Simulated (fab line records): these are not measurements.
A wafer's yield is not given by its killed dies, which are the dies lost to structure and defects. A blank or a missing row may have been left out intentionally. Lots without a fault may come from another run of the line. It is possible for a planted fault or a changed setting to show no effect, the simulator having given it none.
8D (eight disciplines) problem report, filled in by code / flow sky130 / the parts of the form that need people (team, actions taken, sign-off) are left out

1. WHAT WENT WRONG
run length s at SKY_FIELD_ISO_ETCH_17 reads a mean of 84.6 s on 3 wafers of 3 lots; wafers without a fault read 126.0 s with a standard deviation of 0.34. That is -99 or more standard deviations from the usual mean.
The step: etches Si in HBr/Cl2/O2, target depth 342 nm, time 97.7 s.
Seen first at day 5 20:55 on rie si-02, wafer L831.3. Wafers with a number at this step in the record: 37, from 13 lots. By rule, "out" or "out of limits" means more than 4 standard deviations away from the usual mean. Any other wafer with a number is counted as sound.

2. WHAT IT IS; WHAT IT IS NOT
question=which readings at this step | is=run length s | is not=HBr_flow_sccm, drypump motor current A, oes product au, throttle valve pct
question=which lots | is=L831, L832, L834 | is not=L814, L816, L818, L821, L823, L824, L825, L826, L833, L837
question=which wafers of those lots | is=L831.3, L832.3, L834.1 | is not=L831.2, L832.4, L834.5, L834.6
question=read on which tools | is=rie si-02 | is not=rie si-01
question=when | is=from day 5 20:55 | is not=up to then (25 sound wafers); but 9 sound wafers of L832, L833, L834, L837 came after

3. THE SUSPECTS, EACH WITH WHAT RULES IT OUT
Counting: any tool at a process step up to the reading remains a suspect provided it ran every lot that is out. Sound lots after the first of them don't rule it out here, since some wafers of a struck lot are sound.
- rie si-02 at SKY_FIELD_ISO_ETCH_17 (etches Si in HBr/Cl2/O2, target depth 342 nm, time 97.7 s): kept. Every lot that is out went through it, the first being L831 (day 5 20:55); the last sound lot it ran before that was L826 (day 4 19:17). On those wafers its own readings are out: run length s.
The count leaves rie si-02 at SKY_FIELD_ISO_ETCH_17.

4. THE CAUSE (what the simulator had put in)
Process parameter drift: rie si-02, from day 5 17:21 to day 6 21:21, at SKY_FIELD_ISO_ETCH_17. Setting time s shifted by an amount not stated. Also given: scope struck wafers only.
Only this tool survived the counting.

5. SEQUENCE OF EFFECTS, ordered by route
Each row: a reading where the mean over the struck wafers with a number is more than 3 standard deviations away from the usual. Readings are gone through only where the record gives a usual standard deviation; hours: the median, over the lots, of the time from a lot's start at the first step in this table giving one to that lot's start at this step; sigmas: the change measured in usual standard deviations.
hours=0; step=SKY_FIELD_ISO_ETCH_17; reading=run length s; usual=126.0 s; on struck wafers=84.6; change=-41.4; sigmas=-99 or more
Process steps it contains:
- SKY_FIELD_ISO_ETCH_17: etches Si in HBr/Cl2/O2, target depth 342 nm, time 97.7 s.
Later steps that measure or inspect, where all struck wafers having a row at the step show a number for every such reading and not one has moved that far: SKY_FIELD_ISO_THK_MEAS_23, SKY_NWELL_TW_MEAS_15.

6. WHAT WOULD HAVE CAUGHT IT SOONER
First out-of-limits reading in this record: day 5 20:55, which is 4 hours after fault onset at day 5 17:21.
